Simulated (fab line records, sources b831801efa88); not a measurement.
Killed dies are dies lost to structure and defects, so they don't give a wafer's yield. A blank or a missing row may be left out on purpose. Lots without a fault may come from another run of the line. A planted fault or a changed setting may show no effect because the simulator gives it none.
A struck lot beside a sound one | flow sfq_line | 42 steps out of a route of 325
Sound: wafers L536.1, L536.2, L536.5. Struck: wafer L541.3. (L541.4, L541.5 of the same lot were not struck and are left out.) The cause comes at the end.
At each step with rows: each side's tool, then ch and its chambers, then its first start. Under that, the readings that differ: sound wafers | struck wafers | difference of the means | sigmas: that difference in standard deviations of wafers without a fault.
alike: readings whose means differ by less than 2 such deviations, and words and numbers that are the same on both sides. not compared: withheld readings, readings that some wafer has no value for, bounds like >300 that may hide the same value, and numbers for which the record gives no deviation and whose values overlap.
The two part at a step that has a row with sigmas, a row that says differs or no value, or rows on one side only. Numbers that don't overlap but have no deviation are shown without sigmas and don't part them. A reading that every wafer of one side lacks parts them only if that side has two wafers or more.

first, 6 steps without rows for these wafers: SFQ_TRILAYER_I0_VIA_LITHO_COAT_036 (resist thk 62 nm); SFQ_TRILAYER_I0_VIA_LITHO_COAT_031 (resist thk 650 nm); SFQ_TRILAYER_I0_VIA_LITHO_SOFTBAKE_035; SFQ_TRILAYER_I0_VIA_LITHO_EXPOSE_032 (exposes mask I0, target cd 500 nm); SFQ_TRILAYER_I0_VIA_LITHO_PEB_034 (peb time 60 s); SFQ_TRILAYER_I0_VIA_LITHO_DEVELOP_033 (time 60 s).
SFQ_I0_OVL_MEAS_908:
  sound on overlay-02, day 21 13:19; struck on overlay-02, day 22 11:17
  alike: I0_OVL
SFQ_TRILAYER_I0_VIA_BARC_OPEN_VIA_ETCH_046: etches BARC in O2, target depth 125 nm, time 41.7 s.
  sound on rie_diel-02 ch 0,1,3, day 21 13:20; struck on rie_diel-01 ch 3, day 22 11:19
  alike: drypump_motor_current_A, oes_product_au
  not compared: rf_hours_counter_h
then, 4 steps without rows for these wafers: SFQ_TRILAYER_I0_VIA_ETCH_VIA_ETCH_034 (etches SiO2 in CHF3, stops on Nb, target depth 260 nm); SFQ_TRILAYER_I0_VIA_STRIP_STRIP_035 (strips in O2); SFQ_TRILAYER_I0_VIA_STRIP_SOLV_CLEAN_036 (cleans in NMP, time 600 s); SFQ_TRILAYER_M1_DEP_PRE_CLEAN_038 (time 22.5 s).
SFQ_TRILAYER_M1_DEP_SPUTTER_037: material Nb, target thk 200 nm, time 133.3 s.
  sound on pvd_sputter-03, day 21 14:19; struck on pvd_sputter-06, day 22 12:17
  reading                                             | sound             | struck | difference | sigmas
  model.Nb_of_TRILAYER_M1_DEP_SPUTTER_037.thk_nm (nm) | 200.7 202.1 202.3 | 245.7  | +44.0      |
  alike: throttle_valve_pct
SFQ_M1_RS_MEAS_909: measures by four-point-probe.
  sound on film_metro-02, day 21 14:25; struck on film_metro-01, day 22 12:25
  reading           | sound             | struck | difference | sigmas
  M1_NB_RS (ohm/sq) | 0.889 0.881 0.878 | 0.724  | -0.159     | -13
then, 6 steps without rows for these wafers: SFQ_TRILAYER_M1_LITHO_COAT_044 (resist thk 62 nm); SFQ_TRILAYER_M1_LITHO_COAT_039 (resist thk 600 nm); SFQ_TRILAYER_M1_LITHO_SOFTBAKE_043; SFQ_TRILAYER_M1_LITHO_EXPOSE_040 (exposes mask M1, target cd 500 nm); SFQ_TRILAYER_M1_LITHO_PEB_042 (peb time 60 s); SFQ_TRILAYER_M1_LITHO_DEVELOP_041 (time 60 s).
-- the record jumps here: 7 days lie between the struck wafers' starts before and after --
SFQ_M1_OVL_MEAS_911:
  sound on overlay-02, day 28 07:17; struck on overlay-02, day 29 07:17
  alike: M1_OVL
SFQ_TRILAYER_M1_BARC_OPEN_METAL_ETCH_054: etches BARC in O2, target depth 125 nm, time 41.7 s.
  sound on rie_metal-02 ch 0,1, day 28 07:19; struck on rie_metal-03 ch 1, day 29 07:20
  reading                     | sound       | struck | difference | sigmas
  drypump_motor_current_A (A) | 5.4 5.1 5.0 | 6.3    | +1.1       | +3
  alike: oes_product_au
  not compared: rf_hours_counter_h
SFQ_TRILAYER_M1_ETCH_METAL_ETCH_042: etches Nb in Cl2/Ar, stops on SiO2, target depth 240 nm, time 120 s.
  sound on rie_metal-02 ch 0,1, day 28 07:22; struck on rie_metal-03 ch 1, day 29 07:25
  reading                     | sound             | struck | difference | sigmas
  drypump_motor_current_A (A) | 5.4 5.1 5.1       | 6.4    | +1.2       | +3
  oes_product_au (a.u.)       | 0.894 0.901 0.900 | 0.994  | +0.096     | +12
  not compared: rf_hours_counter_h
then, 2 steps without rows for these wafers: SFQ_TRILAYER_M1_STRIP_STRIP_043 (strips in O2); SFQ_TRILAYER_M1_STRIP_SOLV_CLEAN_044 (cleans in NMP, time 600 s).
SFQ_TRILAYER_I1_DEP_PECVD_045: deposits SiO2 from SiH4/N2O, time 111.11 s, target thk 500 nm.
  sound on pecvd-02 ch 0,1,2, day 28 08:27; struck on pecvd-03 ch 2, day 29 08:16
  alike: heater_power_w, throttle_valve_pct
then, 1 step without rows for these wafers: SFQ_TRILAYER_I1_CMP_CMP_046 (polishes SiO2).
SFQ_I1_BOW_MEAS_912:
  sound on film_metro-02, day 28 11:57; struck on film_metro-02, day 29 13:11
  reading     | sound    | struck | difference | sigmas
  I1_BOW (um) | 2 -1 -11 | 15     | +18        | +2
then, 7 steps without rows for these wafers: SFQ_TRILAYER_I1_METRO_MEASURE_047; SFQ_TRILAYER_I1_VIA_LITHO_COAT_054 (resist thk 62 nm); SFQ_TRILAYER_I1_VIA_LITHO_COAT_049 (resist thk 650 nm); SFQ_TRILAYER_I1_VIA_LITHO_SOFTBAKE_053; SFQ_TRILAYER_I1_VIA_LITHO_EXPOSE_050 (exposes mask I1, target cd 500 nm); SFQ_TRILAYER_I1_VIA_LITHO_PEB_052 (peb time 60 s); SFQ_TRILAYER_I1_VIA_LITHO_DEVELOP_051 (time 60 s).
-- the record jumps here: 5 days lie between the struck wafers' starts before and after --
SFQ_I1_OVL_MEAS_913:
  sound on overlay-01, day 33 21:28; struck on overlay-02, day 34 17:53
  alike: I1_OVL
SFQ_TRILAYER_I1_VIA_BARC_OPEN_VIA_ETCH_071: etches BARC in O2, target depth 125 nm, time 41.7 s.
  sound on rie_diel-03 ch 0,1,2, day 33 21:31; struck on rie_diel-02 ch 0, day 34 17:55
  alike: drypump_motor_current_A, oes_product_au
  not compared: rf_hours_counter_h
SFQ_TRILAYER_I1_VIA_ETCH_VIA_ETCH_052: etches SiO2 in CHF3, stops on Nb, target depth 260 nm.
  sound on rie_diel-03 ch 0,1,2, day 33 21:33; struck on rie_diel-02 ch 0, day 34 17:57
  alike: drypump_motor_current_A, oes_product_au
then, 3 steps without rows for these wafers: SFQ_TRILAYER_I1_VIA_STRIP_STRIP_053 (strips in O2); SFQ_TRILAYER_I1_VIA_STRIP_SOLV_CLEAN_054 (cleans in NMP, time 600 s); SFQ_TRILAYER_M2_DEP_PRE_CLEAN_056 (time 22.5 s).
-- the record jumps here: 49 days lie between the struck wafers' starts before and after --
SFQ_M8_BOW_MEAS_951:
  sound on film_metro-01, day 83 06:21; struck on film_metro-01, day 83 12:23
  reading               | sound                | struck | difference | sigmas
  M8_BOW (um)           | 7 5 -4               | 32     | +29        | +3
  model.etest.m1.ohm_sq | 0.8862 0.8798 0.8791 | 0.7237 | -0.1580    |

WHERE THEY PART
First at SFQ_M1_RS_MEAS_909; last, within this record, at SFQ_M8_BOW_MEAS_951.

WHY: what the simulator had put in
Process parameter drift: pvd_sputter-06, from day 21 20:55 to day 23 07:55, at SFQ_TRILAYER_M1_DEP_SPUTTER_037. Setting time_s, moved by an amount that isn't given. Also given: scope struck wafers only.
